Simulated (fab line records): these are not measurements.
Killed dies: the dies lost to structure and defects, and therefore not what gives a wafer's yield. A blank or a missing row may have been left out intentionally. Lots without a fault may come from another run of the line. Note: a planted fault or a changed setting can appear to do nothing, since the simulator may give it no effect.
Matching of chambers || flow gf180mcu || cmp-01 running GF_V1_CMP_26: 4 sister chambers
The step polishes, stops on SiO2, t overpolish 15 s, target thk 0 nm. 4 wafers are shown with their chamber, then 7 later ones without.

## WAFERS, EACH WITH ITS CHAMBER
{"wafer": "L463.2", "chamber": 3, "motor-current-A (A)": 9.8}
{"wafer": "L476.5", "chamber": 2, "motor-current-A (A)": 8.8}
{"wafer": "L480.2", "chamber": 0, "motor-current-A (A)": 11.2}
{"wafer": "L480.4", "chamber": 1, "motor-current-A (A)": 11.2}

## WAFERS WITHOUT THEIR CHAMBER
{"wafer": "L480.6", "motor-current-A (A)": 9.1}
{"wafer": "L481.2", "motor-current-A (A)": 10.7}
{"wafer": "L481.5", "motor-current-A (A)": 9.2}
{"wafer": "L481.6", "motor-current-A (A)": 11.5}
{"wafer": "L485.2", "motor-current-A (A)": 11.2}
{"wafer": "L485.4", "motor-current-A (A)": 9.5}
{"wafer": "L485.5", "motor-current-A (A)": 10.8}

## CHAMBER TAKEN BY EACH
{"wafer": "L480.6", "from the rows above": "can't be placed: 2 or 3", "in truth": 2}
{"wafer": "L481.2", "from the rows above": "can't be placed: 0 or 1 or 3", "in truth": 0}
{"wafer": "L481.5", "from the rows above": "can't be placed: 2 or 3", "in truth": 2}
{"wafer": "L481.6", "from the rows above": "can't be placed: 0 or 1", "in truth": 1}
{"wafer": "L485.2", "from the rows above": "can't be placed: 0 or 1", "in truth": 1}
{"wafer": "L485.4", "from the rows above": "can't be placed: 3 or 2", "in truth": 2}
{"wafer": "L485.5", "from the rows above": "can't be placed: 0 or 1 or 3", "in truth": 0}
Correctly placed: 0 of 7. Unplaceable from these rows: 7, with the true chamber sitting among the candidates in 7. Wrongly placed: 0.
How it was worked out, from the rows above alone: a wafer's distance from a chamber is the root of the sum, over the readings, of the square of ((its reading less the chamber's mean) divided by the reading's scatter). If the next closest chamber is less than 2 further off than the closest, the wafer can't be placed; otherwise it belongs to the closest. For every chamber, the mean is computed from those of its wafers that are shown. The scatter: root of mean squared gap, hidden wafer to nearest shown wafer, with one shown wafer a chamber.
